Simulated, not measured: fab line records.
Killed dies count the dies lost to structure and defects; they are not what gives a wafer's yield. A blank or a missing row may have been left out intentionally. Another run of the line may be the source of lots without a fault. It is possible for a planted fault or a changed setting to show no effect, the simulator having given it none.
Which tool was responsible? | flow sky130 | 15 lots, 45 wafers sampled, at 5 steps of a route of 708

== WHAT THE GAUGES SHOWED, per wafer ==
SKY_SONOS_TUNNEL_OVL_MEAS_08.
lot  | measured     | on         | SONOS_TUNNEL_OVL (nm)
L115 | day 12 17:04 | overlay-02 | 0.0 1.0 0.3
L116 | day 13 02:41 | overlay-02 | 1.3 1.5 0.6
L119 | day 13 16:05 | overlay-02 | 1.9 2.5 0.6
L120 | day 13 16:32 | overlay-02 | 0.1 -0.3 -2.1
L121 | day 14 07:01 | overlay-02 | 0.2 1.2 2.0
L122 | day 14 11:11 | overlay-01 | 0.3 0.6 1.8
L124 | day 14 19:11 | overlay-01 | 0.7 0.4 0.7
L123 | day 14 19:25 | overlay-01 | 2.2 0.9 2.2
L125 | day 15 03:14 | overlay-01 | -0.4 -1.0 0.5
L127 | day 16 03:36 | overlay-02 | -0.3 1.5 -0.2
L130 | day 16 18:23 | overlay-02 | 2.0 1.0 1.8
L132 | day 17 10:35 | overlay-02 | 3.2 5.1 3.6
L133 | day 17 18:35 | overlay-02 | 2.1 -1.0 0.5
L135 | day 18 10:17 | overlay-02 | -0.5 -0.2 0.0
L137 | day 18 19:07 | overlay-02 | 2.5 1.6 2.3

SKY_SONOS_ONO_THK_MEAS_03.
lot  | measured     | on            | SONOS_ONO_CVD_02_THK (nm)
L115 | day 13 01:54 | film_metro-04 | 10.81 10.75 10.59
L116 | day 13 08:59 | film_metro-02 | 10.54 10.56 10.55
L119 | day 13 22:20 | film_metro-04 | 10.70 10.71 10.66
L120 | day 13 22:24 | film_metro-02 | 10.66 10.60 10.53
L121 | day 14 11:32 | film_metro-02 | 10.64 10.66 10.68
L122 | day 14 17:50 | film_metro-02 | 10.28 10.33 10.42
L124 | day 15 02:34 | film_metro-02 | 10.38 10.45 10.44
L123 | day 15 02:35 | film_metro-04 | 10.29 10.27 10.22
L125 | day 15 10:41 | film_metro-03 | 10.67 10.51 10.65
L127 | day 16 08:02 | film_metro-02 | 10.86 10.71 10.70
L130 | day 17 00:20 | film_metro-02 | 10.72 10.68 10.67
L132 | day 17 17:42 | film_metro-03 | 10.45 10.35 10.41
L133 | day 18 03:43 | film_metro-04 | 10.58 10.57 10.58
L135 | day 18 17:22 | film_metro-02 | 10.48 10.51 10.66
L137 | day 18 23:07 | film_metro-03 | 10.76 10.75 10.73

SKY_GATE_OXIDE_OVL_MEAS_10.
lot  | measured     | on         | GATE_OXIDE_OVL (nm)
L115 | day 15 07:33 | overlay-01 | 1.6 1.9 -0.2
L116 | day 15 17:46 | overlay-01 | 2.6 1.6 0.1
L119 | day 16 06:07 | overlay-02 | -1.9 -0.6 -1.3
L120 | day 16 07:19 | overlay-01 | 0.2 -0.4 -0.6
L121 | day 16 20:01 | overlay-02 | 1.6 2.3 -0.8
L122 | day 17 03:16 | overlay-01 | 1.4 2.3 1.7
L124 | day 17 14:59 | overlay-02 | 0.9 0.5 0.8
L123 | day 17 14:47 | overlay-01 | 0.8 0.9 0.8
L125 | day 17 21:35 | overlay-01 | 0.4 0.3 -0.9
L127 | day 18 23:31 | overlay-01 | -0.1 0.3 0.4
L130 | day 19 16:04 | overlay-02 | 1.6 0.9 1.6
L132 | day 20 10:13 | overlay-02 | 1.2 1.7 0.8
L133 | day 20 20:49 | overlay-02 | 0.1 0.1 0.0
L135 | day 21 11:41 | overlay-01 | 0.5 -0.3 -1.5
L137 | day 21 15:43 | overlay-02 | -0.6 0.5 -0.7

SKY_LDD_LDN_TW_MEAS_13.
lot  | measured     | on            | LDD_LDN_TW
L115 | day 24 16:21 | film_metro-03 | 1455 1456 1454
L116 | day 24 21:08 | film_metro-03 | 1461 1455 1459
L119 | day 25 11:15 | film_metro-02 | 1478 1474 1471
L120 | day 25 12:26 | film_metro-03 | 1450 1454 1454
L121 | day 26 00:32 | film_metro-02 | 1460 1461 1464
L122 | day 26 10:51 | film_metro-04 | 1449 1451 1448
L124 | day 27 00:09 | film_metro-03 | 1462 1464 1460
L123 | day 26 23:52 | film_metro-02 | 1460 1467 1455
L125 | day 27 04:01 | film_metro-04 | 1440 1436 1446
L127 | day 28 04:20 | film_metro-04 | 1441 1446 1436
L130 | day 28 17:23 | film_metro-04 | 1437 1437 1436
L132 | day 29 10:15 | film_metro-04 | 29 1436 1440
L133 | day 29 20:06 | film_metro-03 | 30 30 1463
L135 | day 30 10:03 | film_metro-04 | 29 29 1453
L137 | day 30 12:03 | film_metro-03 | 1455 1450 1453

== WHAT TOOL EACH LOT RAN ON (gives the tool, then ch and the chambers of the sampled wafers, and finally the start) ==
lot  | SKY_LDD_LDN_DEVELOP_06
L115 | litho_track-02 ch 0, day 24 15:29
L116 | litho_track-02 ch 0, day 24 20:16
L119 | litho_track-04 ch 0, day 25 10:22
L120 | litho_track-02 ch 0, day 25 11:34
L121 | litho_track-02 ch 0, day 25 23:40
L122 | litho_track-01 ch 0, day 26 09:58
L124 | litho_track-04 ch 0, day 26 23:16
L123 | litho_track-04 ch 0, day 26 22:59
L125 | litho_track-04 ch 0, day 27 03:10
L127 | litho_track-01 ch 0, day 28 03:29
L130 | litho_track-02 ch 0, day 28 16:31
L132 | litho_track-04 ch 0, day 29 09:22
L133 | litho_track-04 ch 0, day 29 19:13
L135 | litho_track-04 ch 0, day 30 09:10
L137 | litho_track-02 ch 0, day 30 11:11
- SKY_LDD_LDN_DEVELOP_06: develop time 60 s.

== AS READ BY THE TOOLS THEMSELVES (means over the sampled wafers that have a number; for cases with no such wafer, the mark the record gives instead) ==
SKY_LDD_LDN_DEVELOP_06.
lot  | tool           | exhaust_pa (Pa)
L115 | litho_track-02 | 44.6
L116 | litho_track-02 | 44.0
L119 | litho_track-04 | 45.0
L120 | litho_track-02 | 45.0
L121 | litho_track-02 | 45.5
L122 | litho_track-01 | 44.7
L124 | litho_track-04 | 46.1
L123 | litho_track-04 | 44.9
L125 | litho_track-04 | 44.1
L127 | litho_track-01 | 45.1
L130 | litho_track-02 | 45.2
L132 | litho_track-04 | 44.6
L133 | litho_track-04 | 45.6
L135 | litho_track-04 | 45.8
L137 | litho_track-02 | 45.9

== THE ANSWER, worked out from the rows above alone ==
Rule: usual is defined by the lots themselves. The widest of any qualifying gaps counts: lots, ordered by their means at a reading, are off when they make up no more than a third of the lots, leave a main group of 4 or more, and stand apart from it by 3 or more times the standard deviation of that group's means. If all means in a main group match to the digits the tables above print for the reading, that group is not used. A lot without any number at a reading at which 4 lots or more have one is off too. Where the step has rows for the other lots, those lots are counted as sound. After the gauges, taken in route order, come the tools' own readings; for these a lot's mean is taken, as printed above. The first step at which some lot is off is used, and at that step the reading that is off furthest; a lot without a number counts as furthest.
Off: L132, L133, L135, seen at SKY_LDD_LDN_TW_MEAS_13 (LDD_LDN_TW). The main group has a mean of 1454 with a standard deviation of 10.
If a tool, at a process step before that reading, ran all the lots that are off and no sound lot after the first of them, it fits. Gauges at SKY_LDD_LDN_TW_MEAS_13: tried the same way as those tools. One candidate fits, namely litho_track-04 at SKY_LDD_LDN_DEVELOP_06. Its last sound lot is L125 (day 27 03:10), its first lot that is off L132 (day 29 09:22): a fault that began between those two fits.

== WHAT WAS PUT IN BY THE SIMULATOR ==
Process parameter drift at SKY_LDD_LDN_DEVELOP_06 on litho_track-04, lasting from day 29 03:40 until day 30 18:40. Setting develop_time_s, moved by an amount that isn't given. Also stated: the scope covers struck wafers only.
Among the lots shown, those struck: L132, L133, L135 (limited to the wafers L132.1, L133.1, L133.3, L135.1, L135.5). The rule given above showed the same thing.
